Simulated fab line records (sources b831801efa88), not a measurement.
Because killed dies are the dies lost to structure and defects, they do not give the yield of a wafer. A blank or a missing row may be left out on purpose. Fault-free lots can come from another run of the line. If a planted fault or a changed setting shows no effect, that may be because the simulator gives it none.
A struck lot beside a sound one + flow sfqLine + 14 steps out of a route of 325
Sound: these wafers, L570.1, L570.3, L570.6. Struck: wafer L580.1 (left out: L580.3, L580.5 of the same lot, which were not struck); the cause appears at the end.
Each step with rows lists, per side, the tool, then ch with its chambers, then its first start. Under that, the readings that differ: sound wafers + struck wafers + difference of the means + sigmas: that difference in standard deviations of wafers without a fault.
alike: words and numbers the same on both sides, and readings whose means are apart by under 2 such deviations; not compared: readings that were withheld, readings missing a value for some wafer, numbers with overlapping values and no deviation given by the record, and bounds like >300 which may hide the same value.
Wherever a step has rows on one side only, a row that says differs or no value, or a row with sigmas, the two part there. When numbers do not overlap yet have no deviation, they are printed without sigmas and do not part them. A reading missing from all wafers of one side parts the sides only when that side holds two or more wafers.

SFQ_TRILAYER_L0_BARC_OPEN_METAL_ETCH_010: etches BARC in O2, target depth 125 nm, time 41.7 s.
  sound on rieMetal-02 ch 0,1, day 4 13:03; struck on rieMetal-03 ch 1, day 6 17:12
  alike: drypumpMotorCurrentA, oesProductAu, runLengthS
  not compared: rfHoursCounterH
SFQ_TRILAYER_L0_ETCH_METAL_ETCH_008: etches MoNx KI in SF6/O2, stops on SiO2, target depth 50 nm, time 25 s.
  sound on rieMetal-02 ch 0,1, day 4 13:07; struck on rieMetal-03 ch 1, day 6 17:16
| reading             | sound             | struck | difference | sigmas |
|---------------------|-------------------|--------|------------|--------|
| oesProductAu (a.u.) | 0.884 0.883 0.875 | 0.865  | -0.016     | -2     |
  alike: drypumpMotorCurrentA, runLengthS
  not compared: rfHoursCounterH
SFQ_TRILAYER_L0_STRIP_STRIP_009: strips in O2.
  sound on rieMetal-02 ch 0,1, day 4 13:10; struck on rieMetal-03 ch 1, day 6 17:18
  alike: drypumpMotorCurrentA, oesProductAu
  not compared: rfHoursCounterH
then, 1 step without rows for these wafers: SFQ_TRILAYER_L0_STRIP_SOLV_CLEAN_010 (cleans in NMP, time 600 s).
SFQ_TRILAYER_L0_CAP_PECVD_011: deposits SiO2 from SiH4/N2O, time 13.333 s, target thk 60 nm.
  sound on pecvd-01 ch 0,1,2, day 4 13:56; struck on pecvd-02 ch 1, day 6 18:05
  alike: heaterPowerW, throttleValvePct
then, 6 steps without rows for these wafers: SFQ_TRILAYER_L0_VIA_LITHO_COAT_018 (resist thk 62 nm); SFQ_TRILAYER_L0_VIA_LITHO_COAT_013 (resist thk 650 nm); SFQ_TRILAYER_L0_VIA_LITHO_SOFTBAKE_017; SFQ_TRILAYER_L0_VIA_LITHO_EXPOSE_014 (exposes mask L0V, target cd 700 nm); SFQ_TRILAYER_L0_VIA_LITHO_PEB_016 (peb time 60 s); SFQ_TRILAYER_L0_VIA_LITHO_DEVELOP_015 (time 60 s).
-- the record jumps here: 3 days lie between the struck wafers' starts before and after --
SFQ_L0V_OVL_MEAS_903:
  sound on overlay-01, day 7 21:48; struck on overlay-02, day 10 03:55
  alike: L0V_OVL
SFQ_TRILAYER_L0_VIA_BARC_OPEN_VIA_ETCH_021: etches BARC in O2, target depth 125 nm, time 41.7 s.
  sound on rieDiel-04 ch 1,3, day 7 21:50; struck on rieDiel-04 ch 2, day 10 03:58
| reading        | sound          | struck | difference | sigmas |
|----------------|----------------|--------|------------|--------|
| runLengthS (s) | 70.5 69.6 69.7 | 72.0   | +2.1       | +5     |
  alike: drypumpMotorCurrentA, oesProductAu
  not compared: rfHoursCounterH
SFQ_TRILAYER_L0_VIA_ETCH_VIA_ETCH_016: etches SiO2 in CHF3, stops on MoNx KI, target depth 80 nm.
  sound on rieDiel-04 ch 1,3, day 7 21:52; struck on rieDiel-04 ch 2, day 10 04:00
  alike: drypumpMotorCurrentA, oesProductAu

== WHERE THEY PART ==
Last at SFQ_TRILAYER_L0_VIA_BARC_OPEN_VIA_ETCH_021 as far as this record goes, first at SFQ_TRILAYER_L0_ETCH_METAL_ETCH_008. Later steps at which nothing parts them and some readings are alike: SFQ_TRILAYER_L0_VIA_ETCH_VIA_ETCH_016.

WHY: what had been put in by the simulator
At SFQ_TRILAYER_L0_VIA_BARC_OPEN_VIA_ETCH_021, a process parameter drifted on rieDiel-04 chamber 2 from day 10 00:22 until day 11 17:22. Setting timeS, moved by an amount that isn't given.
